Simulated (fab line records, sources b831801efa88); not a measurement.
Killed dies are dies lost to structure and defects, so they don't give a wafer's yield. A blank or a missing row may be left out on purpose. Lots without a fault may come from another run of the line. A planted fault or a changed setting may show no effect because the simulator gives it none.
fab line records | flow sky130
record lots=24 wafers=72 last_day=50
route steps=708 shown VIA3@587 METAL4@598 CAP2M@604
lots that met no fault: from a run of the same line without faults
start_h: hours from the record's first day to the start of the lot's first wafer shown | wait_h: hours since the lot's step before | " the same as in the row above | L1.1+2: a row that stands for several wafers | - no value, or no start given | * or withheld: withheld | < > ~ a bound
route shown NAME@n: a module of which the file shows steps, and the number in the route of the first | usual: mean/standard deviation of fault-free wafers | same: alike in all rows | chamber/n: place in a boat | sites: the reading at each site | _std_site: their standard deviation | _edge_site: outer sites' mean less inner sites' | radius_mm: how far each site lies from the wafer's centre | mask NAME#n: copy n | behind: the tool/chamber that last shaped the wafer | hold: why the lot was held/for how many hours/how that ended | device: the transistor (n, p or np) that didn't switch | end of line: the same wafers' tests at the end of the route | a step without rows: its recipe alone | killed: dies lost to structure and defects at the first sort, not the wafer's yield | map: a wafer's dies, x killed, . not, _ none there
set.NAME: the setting as run; set.NAME@STEP: as run at that earlier step | model.NAME: the simulator's own value behind a step, which no gauge read
steps of the route over a sample of lots; a table a step, a row a wafer
services: from which hour (start_h, from the record's first day; less than 0 if before it) a tool's chamber was out of use, for how many hours, and why
## steps
# step SKY_VIA3_ETCH_14
# recipe chemistry=N2/H2 target=BARC ion_energy_ev=200 source_w=500 bias_w=100 pressure_mtorr=30 n2_flow_sccm=100 h2_flow_sccm=200 stop_on=SiO2 time_s=45.9 target_depth_a=600
# usual drypump_motor_current_A=5.7/0.36 h2_flow_sccm=200.1/0.68 oes_product_au=0.858/0.0045 throttle_valve_pct=13.225/0.0099
# columns lot.wafer tool chamber start_h wait_h drypump_motor_current_A h2_flow_sccm oes_product_au rf_hours_counter_h throttle_valve_pct
L074.1 rie_diel-04 3 935.02 0.0 6.1 199.8 0.867 20 13.227
L074.3 " 2 " " 5.1 200.4 0.870 9 13.218
L074.6 " 3 " " 6.1 200.6 0.858 - 13.215
L075.1 rie_diel-04 0 946.02 0.0 6.1 200.0 0.855 28 13.231
L075.4 " 2 " " 5.1 200.4 0.847 9 13.227
L075.5 " 2 " " 5.1 199.5 0.854 - 13.224
L076.1 rie_diel-01 3 952.99 0.0 6.1 200.8 0.861 14 13.233
L076.4 " 2 " " 5.8 199.8 0.857 27 13.217
L076.6 " 3 " " 6.1 200.2 0.857 - 13.231
L077.4 rie_diel-02 2 962.25 0.0 5.8 199.9 0.863 - 13.226
L077.5 " 2 " " 5.8 200.1 0.854 - 13.230
L077.6 " 0 " " 5.6 200.8 0.863 - 13.227
L078.1 rie_diel-04 0 965.47 0.0 6.1 199.6 0.863 29 13.217
L078.3 " 1 " " 5.9 200.2 0.855 6 13.224
L078.6 " 0 " " 6.1 199.2 0.857 - 13.233
L079.1 rie_diel-04 2 977.69 0.0 5.1 199.6 0.857 10 13.215
L079.3 " 3 " " 6.1 199.9 0.866 21 13.221
L079.5 " 1 " " 5.9 199.7 0.862 - 13.216
L080.1 rie_diel-02 0 979.54 0.0 5.7 200.2 0.860 8 13.236
L080.2 " 2 " " 5.8 199.4 0.854 7 13.233
L080.6 " 3 " " 5.8 200.6 0.853 - 13.220
L081.3 rie_diel-02 2 982.42 0.0 5.8 200.3 0.859 7 13.232
L081.4 " 2 " " 5.8 200.4 0.853 - 13.227
L081.5 " 0 " " 5.7 200.8 0.864 - 13.227
L082.1 rie_diel-04 2 991.08 0.0 5.1 199.5 0.862 10 13.224
L082.3 " 0 " " 6.1 199.5 0.863 0 13.226
L082.6 " 3 " " 6.1 200.5 0.861 - 13.229
L083.2 rie_diel-01 1 1001.22 0.0 5.6 200.5 0.863 9 13.236
L083.3 " 0 " " 5.3 199.4 0.859 10 13.221
L083.4 " 3 " " 6.1 200.4 0.860 16 13.233
L084.1 rie_diel-02 3 1001.57 0.0 5.9 199.1 0.857 4 13.210
L084.5 " 2 " " 5.8 201.2 0.862 - 13.220
L084.6 " 1 " " 5.0 201.0 0.855 - 13.216
L085.1 rie_diel-02 1 1009.89 0.0 4.9 198.6 0.857 13 13.215
L085.2 " 0 " " 5.7 199.6 0.856 9 13.220
L085.3 " 2 " " 5.8 201.4 0.862 7 13.202
L087.1 rie_diel-04 0 1023.48 0.0 6.1 201.6 0.857 1 13.227
L087.3 " 3 " " 6.1 199.6 0.861 23 13.216
L087.4 " 1 " " 5.9 200.9 0.857 8 13.221
L086.2 rie_diel-01 3 1025.27 0.0 6.1 200.9 0.857 17 13.231
L086.3 " 0 " " 5.3 200.3 0.855 11 13.228
L086.4 " 1 " " 5.6 200.5 0.857 10 13.248
L088.4 rie_diel-02 3 1025.58 0.0 5.9 199.6 0.861 5 13.227
L088.5 " 1 " " 5.0 199.4 0.850 - 13.226
L088.6 " 0 " " 5.7 199.8 0.859 - 13.230
L089.1 rie_diel-01 1 1037.72 0.0 5.6 200.4 0.865 10 13.243
L089.2 " 0 " " 5.3 200.2 0.862 11 13.235
L089.4 " 2 " " 5.8 199.6 0.852 29 13.198
L090.1 rie_diel-02 3 1045.14 0.0 5.9 199.7 0.862 6 13.214
L090.4 " 0 " " 5.6 201.5 0.859 - 13.229
L090.6 " 1 " " 5.0 200.1 0.861 - 13.251
L091.2 rie_diel-02 3 1049.03 0.0 5.9 200.7 0.859 6 13.243
L091.5 " 3 " " 5.8 200.0 0.855 - 13.238
L091.6 " 0 " " 5.6 200.5 0.861 - 13.225
L092.2 rie_diel-01 2 1052.24 0.0 5.9 199.0 0.855 30 13.216
L092.3 " 1 " " 5.7 199.3 0.864 11 13.222
L092.4 " 3 " " 6.2 200.6 0.858 17 13.230
L093.3 rie_diel-01 1 1064.67 0.0 5.6 200.6 0.860 11 13.230
L093.4 " 0 " " 5.4 199.6 0.855 12 13.237
L093.5 " 1 " " 5.6 200.3 0.855 - 13.224
L094.1 rie_diel-04 3 1068.97 0.0 6.1 200.3 0.853 25 13.249
L094.4 " 2 " " 5.1 199.5 0.855 13 13.227
L094.5 " 2 " " 5.1 198.5 0.859 - 13.219
L095.2 rie_diel-04 3 1071.09 0.0 6.1 199.3 0.853 25 13.212
L095.3 " 1 " " 5.8 198.8 0.854 10 13.220
L095.6 " 2 " " 5.1 200.5 0.858 - 13.215
L096.2 rie_diel-01 0 1078.07 0.0 5.4 198.4 0.859 12 13.229
L096.4 " 2 " " 5.8 200.7 0.863 31 13.218
L096.6 " 3 " " 6.1 200.2 0.863 - 13.218
L097.4 rie_diel-04 0 1084.92 0.0 6.0 199.8 0.864 3 13.218
L097.5 " 1 " " 5.9 200.7 0.855 - 13.230
L097.6 " 0 " " 6.1 200.3 0.851 - 13.221
# step SKY_VIA3_RS_MEAS_22
# recipe thk_meas_gauge=four-point-probe reads=W_of_VIA3_CVD_21+TiN_of_VIA3_SPUTTER_20
# usual VIA3_W_RS=0.295/0.0046
# columns lot.wafer tool chamber start_h wait_h VIA3_W_RS[ohm/sq]
L074.1 film_metro-02 - 936.05 0.2 0.300
L074.3 " - " " 0.298
L074.6 " - " " 0.301
L075.1 film_metro-01 - 946.94 0.1 0.291
L075.4 " - " " 0.292
L075.5 " - " " 0.291
L076.1 film_metro-01 - 953.88 0.1 0.294
L076.4 " - " " 0.292
L076.6 " - " " 0.291
L077.4 film_metro-01 - 963.68 0.1 0.298
L077.5 " - " " 0.295
L077.6 " - " " 0.298
L078.1 film_metro-01 - 966.81 0.2 0.295
L078.3 " - " " 0.293
L078.6 " - " " 0.297
L079.1 film_metro-04 - 978.57 0.1 0.286
L079.3 " - " " 0.299
L079.5 " - " " 0.293
L080.1 film_metro-02 - 980.42 0.1 0.296
L080.2 " - " " 0.302
L080.6 " - " " 0.302
L081.3 film_metro-02 - 983.33 0.1 0.293
L081.4 " - " " 0.299
L081.5 " - " " 0.295
L082.1 film_metro-04 - 991.95 0.1 0.305
L082.3 " - " " 0.294
L082.6 " - " " 0.306
L083.2 film_metro-01 - 1002.49 0.1 0.294
L083.3 " - " " 0.298
L083.4 " - " " 0.291
L084.1 film_metro-02 - 1002.75 0.1 0.294
L084.5 " - " " 0.294
L084.6 " - " " 0.298
L085.1 film_metro-02 - 1010.77 0.1 0.299
L085.2 " - " " 0.287
L085.3 " - " " 0.300
L087.1 film_metro-02 - 1024.41 0.1 0.287
L087.3 " - " " 0.293
L087.4 " - " " 0.284
L086.2 film_metro-02 - 1026.18 0.1 0.294
L086.3 " - " " 0.293
L086.4 " - " " 0.298
L088.4 film_metro-04 - 1026.86 0.1 0.298
L088.5 " - " " 0.289
L088.6 " - " " 0.295
L089.1 film_metro-04 - 1038.63 0.1 0.294
L089.2 " - " " 0.292
L089.4 " - " " 0.296
L090.1 film_metro-02 - 1046.08 0.1 0.292
L090.4 " - " " 0.291
L090.6 " - " " 0.291
L091.2 film_metro-02 - 1049.96 0.1 0.295
L091.5 " - " " 0.298
L091.6 " - " " 0.288
L092.2 film_metro-02 - 1053.24 0.1 0.294
L092.3 " - " " 0.288
L092.4 " - " " 0.292
L093.3 film_metro-01 - 1065.59 0.1 0.298
L093.4 " - " " 0.296
L093.5 " - " " 0.295
L094.1 film_metro-01 - 1069.85 0.1 0.296
L094.4 " - " " 0.286
L094.5 " - " " 0.286
L095.2 film_metro-01 - 1071.99 0.1 0.293
L095.3 " - " " 0.296
L095.6 " - " " 0.296
L096.2 film_metro-02 - 1079.02 0.2 0.299
L096.4 " - " " 0.285
L096.6 " - " " 0.284
L097.4 film_metro-01 - 1085.89 0.1 0.291
L097.5 " - " " 0.298
L097.6 " - " " 0.285
# step SKY_METAL4_SPUTTER_00
# recipe material=Ti target_thk_nm=15 power_w=3000 time_s=10 chamber_pressure_pa=0.4
# usual throttle_valve_pct=30.1/0.78
# columns lot.wafer tool chamber start_h wait_h throttle_valve_pct
L074.1 pvd_sputter-02 - 936.53 0.2 31.1
L074.3 " - " " 28.7
L074.6 " - " " 31.0
L075.1 pvd_sputter-04 - 947.42 0.1 30.1
L075.4 " - " " 30.3
L075.5 " - " " 30.4
L076.1 pvd_sputter-02 - 954.36 0.1 30.9
L076.4 " - " " 32.1
L076.6 " - " " 32.0
L077.4 pvd_sputter-04 - 964.10 0.2 29.7
L077.5 " - " " 30.1
L077.6 " - " " 30.5
L078.1 pvd_sputter-04 - 967.29 0.1 30.0
L078.3 " - " " 30.0
L078.6 " - " " 30.2
L079.1 pvd_sputter-03 - 979.07 0.2 31.1
L079.3 " - " " 29.9
L079.5 " - " " 29.5
L080.1 pvd_sputter-03 - 980.90 0.1 29.9
L080.2 " - " " 29.6
L080.6 " - " " 31.0
L081.3 pvd_sputter-04 - 983.77 0.2 30.2
L081.4 " - " " 30.3
L081.5 " - " " 29.5
L082.1 pvd_sputter-03 - 992.43 0.2 30.2
L082.3 " - " " 29.3
L082.6 " - " " 29.4
L083.2 pvd_sputter-04 - 1003.03 0.1 30.4
L083.3 " - " " 29.3
L083.4 " - " " 30.0
L084.1 pvd_sputter-04 - 1003.33 0.1 29.1
L084.5 " - " " 30.5
L084.6 " - " " 30.1
L085.1 pvd_sputter-02 - 1011.25 0.1 30.6
L085.2 " - " " 28.8
L085.3 " - " " 32.5
L087.1 pvd_sputter-03 - 1024.89 0.2 29.8
L087.3 " - " " 30.7
L087.4 " - " " 29.7
L086.2 pvd_sputter-04 - 1026.64 0.1 30.1
L086.3 " - " " 30.4
L086.4 " - " " 29.8
L088.4 pvd_sputter-02 - 1027.28 0.1 31.3
L088.5 " - " " 32.0
L088.6 " - " " 31.0
L089.1 pvd_sputter-02 - 1039.11 0.1 29.1
L089.2 " - " " 31.8
L089.4 " - " " 30.8
L090.1 pvd_sputter-03 - 1046.56 0.1 31.3
L090.4 " - " " 29.0
L090.6 " - " " 31.4
L091.2 pvd_sputter-04 - 1050.42 0.2 30.4
L091.5 " - " " 29.3
L091.6 " - " " 29.9
L092.2 pvd_sputter-04 - 1053.70 0.1 30.5
L092.3 " - " " 30.0
L092.4 " - " " 29.5
L093.3 pvd_sputter-03 - 1066.07 0.1 29.9
L093.4 " - " " 31.2
L093.5 " - " " 29.7
L094.1 pvd_sputter-03 - 1070.33 0.2 29.7
L094.4 " - " " 30.0
L094.5 " - " " 31.0
L095.2 pvd_sputter-04 - 1072.45 0.1 30.0
L095.3 " - " " 29.4
L095.6 " - " " 30.4
L096.2 pvd_sputter-04 - 1079.48 0.1 30.0
L096.4 " - " " 29.8
L096.6 " - " " 30.2
L097.4 pvd_sputter-04 - 1086.31 0.2 30.2
L097.5 " - " " 29.9
L097.6 " - " " 30.2
# step SKY_METAL4_SPUTTER_02
# recipe material=AlCu target_thk_nm=735 power_w=10600 time_s=39.1 chamber_pressure_pa=0.4
# usual throttle_valve_pct=30.2/0.79
# columns lot.wafer tool chamber start_h wait_h throttle_valve_pct
L074.1 pvd_sputter-02 - 936.58 0.0 31.2
L074.3 " - " " 28.9
L074.6 " - " " 31.2
L075.1 pvd_sputter-04 - 947.47 0.0 30.2
L075.4 " - " " 30.7
L075.5 " - " " 30.1
L076.1 pvd_sputter-02 - 954.40 0.0 31.3
L076.4 " - " " 32.3
L076.6 " - " " 31.9
L077.4 pvd_sputter-04 - 964.15 0.0 30.1
L077.5 " - " " 30.3
L077.6 " - " " 30.2
L078.1 pvd_sputter-04 - 967.34 0.0 29.8
L078.3 " - " " 29.9
L078.6 " - " " 30.2
L079.1 pvd_sputter-03 - 979.12 0.0 31.2
L079.3 " - " " 29.8
L079.5 " - " " 29.3
L080.1 pvd_sputter-03 - 980.95 0.0 29.9
L080.2 " - " " 29.5
L080.6 " - " " 31.1
L081.3 pvd_sputter-04 - 983.82 0.0 30.1
L081.4 " - " " 30.4
L081.5 " - " " 29.4
L082.1 pvd_sputter-03 - 992.48 0.0 30.2
L082.3 " - " " 29.1
L082.6 " - " " 29.7
L083.2 pvd_sputter-04 - 1003.08 0.0 30.2
L083.3 " - " " 29.5
L083.4 " - " " 29.9
L084.1 pvd_sputter-04 - 1003.38 0.0 29.3
L084.5 " - " " 30.3
L084.6 " - " " 30.0
L085.1 pvd_sputter-02 - 1011.30 0.0 30.5
L085.2 " - " " 28.8
L085.3 " - " " 32.3
L087.1 pvd_sputter-03 - 1024.94 0.0 30.0
L087.3 " - " " 31.2
L087.4 " - " " 29.3
L086.2 pvd_sputter-04 - 1026.68 0.0 30.1
L086.3 " - " " 30.5
L086.4 " - " " 30.3
L088.4 pvd_sputter-02 - 1027.33 0.0 31.2
L088.5 " - " " 32.1
L088.6 " - " " 31.2
L089.1 pvd_sputter-02 - 1039.15 0.0 28.9
L089.2 " - " " 32.0
L089.4 " - " " 31.2
L090.1 pvd_sputter-03 - 1046.60 0.0 31.0
L090.4 " - " " 29.0
L090.6 " - " " 31.2
L091.2 pvd_sputter-04 - 1050.47 0.0 30.2
L091.5 " - " " 29.5
L091.6 " - " " 29.8
L092.2 pvd_sputter-04 - 1053.75 0.0 30.3
L092.3 " - " " 30.0
L092.4 " - " " 29.1
L093.3 pvd_sputter-03 - 1066.12 0.0 30.0
L093.4 " - " " 31.3
L093.5 " - " " 29.6
L094.1 pvd_sputter-03 - 1070.37 0.0 29.4
L094.4 " - " " 30.0
L094.5 " - " " 31.4
L095.2 pvd_sputter-04 - 1072.50 0.0 29.9
L095.3 " - " " 29.3
L095.6 " - " " 30.3
L096.2 pvd_sputter-04 - 1079.53 0.0 29.6
L096.4 " - " " 30.0
L096.6 " - " " 29.8
L097.4 pvd_sputter-04 - 1086.36 0.0 30.0
L097.5 " - " " 30.0
L097.6 " - " " 30.1
# step SKY_CAP2M_THK_MEAS_01
# recipe reads=SiO2_of_CAP2M_CVD_00
# usual CAP2M_CVD_00_THK=15.67/0.29
# columns lot.wafer tool chamber start_h wait_h CAP2M_CVD_00_THK[nm]
L074.1 film_metro-03 - 936.71 - 15.59
L074.3 " - " " 15.85
L074.6 " - " " 15.59
L075.1 film_metro-04 - 947.59 - 15.28
L075.4 " - " " 15.69
L075.5 " - " " 15.88
L076.1 film_metro-03 - 954.53 - 15.47
L076.4 " - " " 15.67
L076.6 " - " " 15.29
L077.4 film_metro-02 - 964.30 - 16.05
L077.5 " - " " 15.89
L077.6 " - " " 15.99
L078.1 film_metro-02 - 967.46 - 15.08
L078.3 " - " " 15.38
L078.6 " - " " 15.71
L079.1 film_metro-02 - 979.25 - 15.51
L079.3 " - " " 15.62
L079.5 " - " " 15.64
L080.1 film_metro-02 - 981.08 - 15.93
L080.2 " - " " 15.43
L080.6 " - " " 16.07
L081.3 film_metro-02 - 983.97 - 14.92
L081.4 " - " " 15.49
L081.5 " - " " 15.33
L082.1 film_metro-03 - 992.61 - 15.35
L082.3 " - " " 15.35
L082.6 " - " " 15.68
L083.2 film_metro-04 - 1003.21 - 15.86
L083.3 " - " " 15.82
L083.4 " - " " 15.90
L084.1 film_metro-04 - 1003.50 - 14.96
L084.5 " - " " 15.54
L084.6 " - " " 15.82
L085.1 film_metro-02 - 1011.43 - 15.57
L085.2 " - " " 15.58
L085.3 " - " " 15.31
L087.1 film_metro-04 - 1025.07 - 15.62
L087.3 " - " " 16.03
L087.4 " - " " 15.90
L086.2 film_metro-03 - 1026.82 - 15.32
L086.3 " - " " 15.64
L086.4 " - " " 15.80
L088.4 film_metro-03 - 1027.48 - 16.05
L088.5 " - " " 16.35
L088.6 " - " " 16.02
L089.1 film_metro-02 - 1039.28 - 16.16
L089.2 " - " " 15.63
L089.4 " - " " 15.89
L090.1 film_metro-02 - 1046.73 - 15.44
L090.4 " - " " 15.58
L090.6 " - " " 16.05
L091.2 film_metro-03 - 1050.61 - 15.68
L091.5 " - " " 16.17
L091.6 " - " " 15.90
L092.2 film_metro-02 - 1053.88 - 15.76
L092.3 " - " " 15.73
L092.4 " - " " 16.12
L093.3 film_metro-04 - 1066.27 - 15.29
L093.4 " - " " 15.58
L093.5 " - " " 15.86
L094.1 film_metro-04 - 1070.50 - 15.17
L094.4 " - " " 15.78
L094.5 " - " " 15.66
L095.2 film_metro-03 - 1072.64 - 15.36
L095.3 " - " " 15.52
L095.6 " - " " 15.75
L096.2 film_metro-03 - 1079.66 - 15.86
L096.4 " - " " 16.04
L096.6 " - " " 16.06
L097.4 film_metro-03 - 1086.52 - 15.68
L097.5 " - " " 15.73
L097.6 " - " " 16.06
# step SKY_CAP2M_STRIP_14
# recipe chemistry=O2/N2 power_w=1400 pressure_mtorr=1500 platen_temp_c=withheld o2_flow_sccm=3000 n2_flow_sccm=300 overash_fraction=0.5
# usual drypump_motor_current_A=6.2/0.37 o2_flow_sccm=3001/10 oes_product_au=0.710/0.005 strip_time_to_endpoint_s=12.64/0.057
# columns lot.wafer tool chamber start_h wait_h drypump_motor_current_A o2_flow_sccm oes_product_au rf_hours_counter_h strip_time_to_endpoint_s
L074.1 plasma_asher-03 1 961.60 0.1 6.4 3006 0.712 23 12.64
L074.3 " 0 " " 5.6 2988 0.709 - 12.63
L074.6 " 0 " " 5.7 2993 0.709 - 12.69
L075.1 plasma_asher-03 0 972.43 0.1 5.7 3025 0.722 24 12.65
L075.4 " 0 " " 5.7 3013 0.712 - 12.66
L075.5 " 0 " " 5.6 3018 0.711 - 12.62
L076.1 plasma_asher-03 0 978.08 0.1 5.6 3003 0.710 25 12.58
L076.4 " 1 " " 6.4 3002 0.710 - 12.53
L076.6 " 1 " " 6.4 3006 0.710 - 12.58
L077.4 plasma_asher-03 1 987.62 0.1 6.4 2982 0.702 - 12.59
L077.5 " 1 " " 6.4 2986 0.707 - 12.64
L077.6 " 0 " " 5.7 3008 0.710 - 12.58
L078.1 plasma_asher-04 0 991.52 0.1 6.4 2993 0.705 117 12.63
L078.3 " 1 " " 5.8 2997 0.708 - 12.64
L078.6 " 1 " " 5.8 3007 0.713 - 12.64
L079.1 plasma_asher-04 0 1002.93 0.1 6.4 3000 0.709 118 12.73
L079.3 " 0 " " 6.4 3001 0.709 - 12.77
L079.5 " 0 " " 6.4 2992 0.714 - 12.71
L080.1 plasma_asher-04 1 1004.87 0.1 5.8 3005 0.709 118 12.64
L080.2 " 0 " " 6.4 3005 0.716 118 12.68
L080.6 " 0 " " 6.4 3022 0.712 - 12.63
L081.3 plasma_asher-04 1 1008.10 0.1 5.8 3001 0.710 - 12.69
L081.4 " 0 " " 6.3 2993 0.716 - 12.69
L081.5 " 0 " " 6.3 2994 0.709 - 12.67
L082.1 plasma_asher-01 1 1015.68 0.1 6.4 3022 0.721 57 12.59
L082.3 " 1 " " 6.4 3013 0.711 - 12.62
L082.6 " 0 " " 6.7 3019 0.715 - 12.54
L083.2 plasma_asher-01 1 1026.83 0.1 6.4 2985 0.702 58 12.59
L083.3 " 1 " " 6.5 2987 0.707 - 12.63
L083.4 " 0 " " 6.7 2988 0.715 - 12.60
L084.1 plasma_asher-03 1 1027.13 0.1 6.4 2988 0.711 29 12.64
L084.5 " 0 " " 5.6 2991 0.707 - 12.62
L084.6 " 1 " " 6.4 3000 0.717 - 12.67
L085.1 plasma_asher-01 0 1034.50 0.1 6.7 3000 0.710 59 12.60
L085.2 " 1 " " 6.4 2971 0.708 59 12.67
L085.3 " 1 " " 6.4 3011 0.706 - 12.65
L087.1 plasma_asher-04 0 1047.65 0.1 6.4 3004 0.719 122 12.65
L087.3 " 0 " " 6.3 2999 0.699 - 12.66
L087.4 " 1 " " 5.8 2992 0.705 - 12.60
L086.2 plasma_asher-01 0 1049.85 0.1 6.7 2994 0.711 60 12.57
L086.3 " 1 " " 6.4 3005 0.711 - 12.47
L086.4 " 0 " " 6.7 2997 0.711 - 12.61
L088.4 plasma_asher-04 0 1050.35 0.1 6.4 2993 0.714 - 12.65
L088.5 " 0 " " 6.4 2999 0.706 - 12.63
L088.6 " 1 " " 5.8 2997 0.708 - 12.71
L089.1 plasma_asher-01 1 1061.40 0.1 6.4 2999 0.707 62 12.70
L089.2 " 0 " " 6.7 3001 0.700 62 12.64
L089.4 " 1 " " 6.4 2999 0.716 - 12.66
L090.1 plasma_asher-03 1 1068.93 0.1 6.4 3007 0.714 33 12.65
L090.4 " 0 " " 5.7 2997 0.712 - 12.66
L090.6 " 0 " " 5.7 2983 0.717 - 12.69
L091.2 plasma_asher-03 0 1072.80 0.1 5.6 3010 0.709 34 12.75
L091.5 " 1 " " 6.4 3019 0.710 - 12.70
L091.6 " 0 " " 5.6 3008 0.715 - 12.81
L092.2 plasma_asher-01 1 1075.60 0.1 6.4 3007 0.711 63 12.65
L092.3 " 0 " " 6.7 3009 0.713 - 12.60
L092.4 " 1 " " 6.4 2996 0.720 - 12.61
L093.3 plasma_asher-03 1 1087.68 0.1 6.4 3023 0.714 - 12.71
L093.4 " 0 " " 5.7 2995 0.717 - 12.71
L093.5 " 0 " " 5.7 2997 0.717 - 12.78
L094.1 plasma_asher-01 1 1092.35 0.1 6.4 2995 0.711 65 12.59
L094.4 " 1 " " 6.4 3004 0.711 - 12.67
L094.5 " 1 " " 6.4 2996 0.718 - 12.57
L095.2 plasma_asher-01 0 1093.47 0.1 6.7 3020 0.714 65 12.60
L095.3 " 0 " " 6.7 3009 0.709 - 12.63
L095.6 " 1 " " 6.4 3019 0.706 - 12.56
L096.2 plasma_asher-01 0 1100.97 0.1 6.7 3004 0.709 66 12.69
L096.4 " 0 " " 6.7 2998 0.712 - 12.73
L096.6 " 1 " " 6.4 3004 0.713 - 12.69
L097.4 plasma_asher-03 0 1106.75 0.1 5.7 2996 0.712 - 12.63
L097.5 " 1 " " 6.4 3003 0.715 - 12.67
L097.6 " 0 " " 5.7 2997 0.704 - 12.67
## services
# columns tool chamber start_h hours kind
rie_diel-04 0 931.60 1.3 repair
pvd_sputter-03 2 932.65 - consumable_replace:kit
pvd_sputter-03 2 932.65 18.0 scheduled_down
pvd_sputter-03 2 932.65 18.0 vent_cycle
rie_diel-02 2 937.65 4.1 repair
rie_diel-02 1 939.29 53.1 repair
plasma_asher-04 - 940.01 3.9 repair
rie_diel-02 3 946.06 9.6 repair
pvd_sputter-04 - 954.05 1.5 repair
rie_diel-02 3 958.68 11.3 repair
pvd_sputter-03 - 963.17 1.2 repair
pvd_sputter-04 1 964.25 - consumable_replace:kit
pvd_sputter-04 1 964.25 18.0 scheduled_down
pvd_sputter-04 1 964.25 18.0 vent_cycle
rie_diel-04 0 999.29 8.2 repair
plasma_asher-03 - 1022.98 1.3 repair
rie_diel-02 2 1035.85 15.6 repair
pvd_sputter-03 - 1040.02 1.5 repair
pvd_sputter-03 1 1052.77 - consumable_replace:kit
pvd_sputter-03 1 1052.77 18.0 scheduled_down
plasma_asher-04 - 1055.25 9.0 pm
plasma_asher-04 - 1057.18 1.9 repair
rie_diel-04 - 1076.46 2.2 repair
rie_diel-02 - 1076.74 28.1 pm
## key
fault none
